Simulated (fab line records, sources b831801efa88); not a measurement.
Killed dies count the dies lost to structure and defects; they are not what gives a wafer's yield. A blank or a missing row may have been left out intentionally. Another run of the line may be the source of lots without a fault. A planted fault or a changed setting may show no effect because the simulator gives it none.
A lot that was struck, set against a sound lot -- flow sky130 -- 24 out of 708 route steps
Sound: wafers L570.1, L570.4, L570.5. Wafers struck: L577.1, L577.2, L577.3. The cause is given at the end.
Order at every step that has rows: each side's tool, ch and its chambers, its first start. Under that, the readings that differ: sound wafers -- struck wafers -- difference of the means -- sigmas: that difference in standard deviations of wafers without a fault.
alike: a reading whose means differ by less than 2 such deviations, as well as words and numbers matching on both sides. not compared: withheld readings; readings where some wafer has no value; bounds like >300 that might hide an equal value; numbers whose values overlap and for which the record gives no deviation.
The two part at a step that has a row with sigmas, a row that says differs or no value, or rows on one side only. Numbers that have no deviation but don't overlap get no sigmas and don't part them. Lack of a reading on every wafer of one side parts them only where that side has two or more wafers.

first, 10 steps without rows for these wafers: SKY_METAL3_PEB_11; SKY_METAL3_DEVELOP_12 (develop time 60 s); SKY_METAL3_DESCUM_15 (chemistry O2, time 8 s); SKY_METAL3_ETCH_16 (etches BARC in N2/H2, stops on SiO2, time 88.2 s, target depth 60 nm); SKY_METAL3_ETCH_17 (etches SiO2 in C4F8/O2/Ar, stops on TiN, time 3.9 s, target depth 15 nm); SKY_METAL3_METAL_ETCH_18 (etches the open film in Cl2/BCl3, stops on SiO2, target depth 845 nm, time 183.1 s); SKY_METAL3_STRIP_19 (strips in O2/N2); SKY_METAL3_STRIP_20 (strips in post etch residue remover, time 1200 s); SKY_METAL3_CLEAN_21 (cleans in IPA, time 180 s); SKY_METAL3_CLEAN_22 (cleans in O3/DIW).
SKY_VIA3_HDPCVD_00: deposits SiO2, target thk 1635 nm, time 272.5 s.
  sound on hdpcvd-01 ch 0,1,2, day 40 23:16; struck on hdpcvd-01 ch 0,1,2, day 42 17:52
  no value came back on the struck wafers for pressure mtorr (mTorr), run length s (s), time s (s); on the sound wafers pressure mtorr (mTorr) reads 5.991 6.022 5.991
then, 10 steps without rows for these wafers: SKY_VIA3_CMP_02 (polishes SiO2); SKY_VIA3_DEHYDRATE_04 (time 60 s); SKY_VIA3_HMDS_05 (prime time 60 s); SKY_VIA3_COAT_06 (resist thk 60 nm); SKY_VIA3_COAT_07 (resist thk 450 nm); SKY_VIA3_SOFTBAKE_08 (time 93.11 s); SKY_VIA3_EXPOSE_09 (exposes mask VIM3, target cd 200 nm); SKY_VIA3_PEB_10; SKY_VIA3_DEVELOP_11 (develop time 60 s); SKY_VIA3_ETCH_14 (etches BARC in N2/H2, stops on SiO2, time 45.9 s, target depth 60 nm).
SKY_VIA3_ETCH_15: etches SiO2 in C4F8/O2/Ar, stops on TiN, target depth 507 nm, time 78 s.
  sound on rie diel-03 ch 0,2,3, day 42 00:45; struck on rie diel-01 ch 0,2,3, day 43 17:27
reading,sound,struck,difference,sigmas
oes product au (a.u.),0.939 0.946 0.948,0.375 0.381 0.369,-0.569,-99 or more
model.etch.depth nm (nm),466.3 464.6 465.8,0 0 0,-466,
  not compared: rf hours counter h
then, 1 step without rows for these wafers: SKY_VIA3_STRIP_16 (strips in O2/N2).
-- the record jumps here: 6 days lie between the struck wafers' starts before and after (it left off in module VIA3 and takes up again in module PAD_OPEN, whose first step shown is number 708 of the route) --
SKY_PAD_OPEN_PROBE_99:
  sound: prober-02 at day 47 23:48; struck: prober-01 at day 49 09:13
reading,sound,struck,difference,sigmas
defect limited yield (%),82.3 80.3 78.3,0 0 0,-80,-36
killed_at_M0_to_M3,38 47 53,479 483 479,+434,+58
killed at contacts,24 34 36,8 3 6,-26,-5
killed at front end,23 14 14,4 6 5,-12,-2
killed dies,87 97 107,492 492 492,+395,+36
killed on rim,14 18 24,96 96 96,+77,+21
killed open,51 56 61,13 9 10,-45,-6
killed short,36 41 46,11 10 10,-31,-4
sort_bin_3_pad_short (%),0.4 0.2 1.2,21.7 24.2 23.8,+22.6,+63
sort_bin_5_function (%),9.1 10.8 13.6,76.4 73.2 73.6,+63.2,+40
sort_bin_6_memory (%),8.1 8.7 6.9,1.8 2.6 2.6,-5.6,-4
sort n pass,405 395 385,0 0 0,-395,-36
sort yield pct (%),82.3 80.3 78.3,0 0 0,-80,-36
  alike: killed_at_M4_up, killed at other

## WHERE THEY PART
First at SKY_VIA3_HDPCVD_00; last, within this record, at SKY_PAD_OPEN_PROBE_99.

WHY: what had been put in by the simulator
Skipped step whole: hdpcvd-01, from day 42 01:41 on, at SKY_VIA3_HDPCVD_00. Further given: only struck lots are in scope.
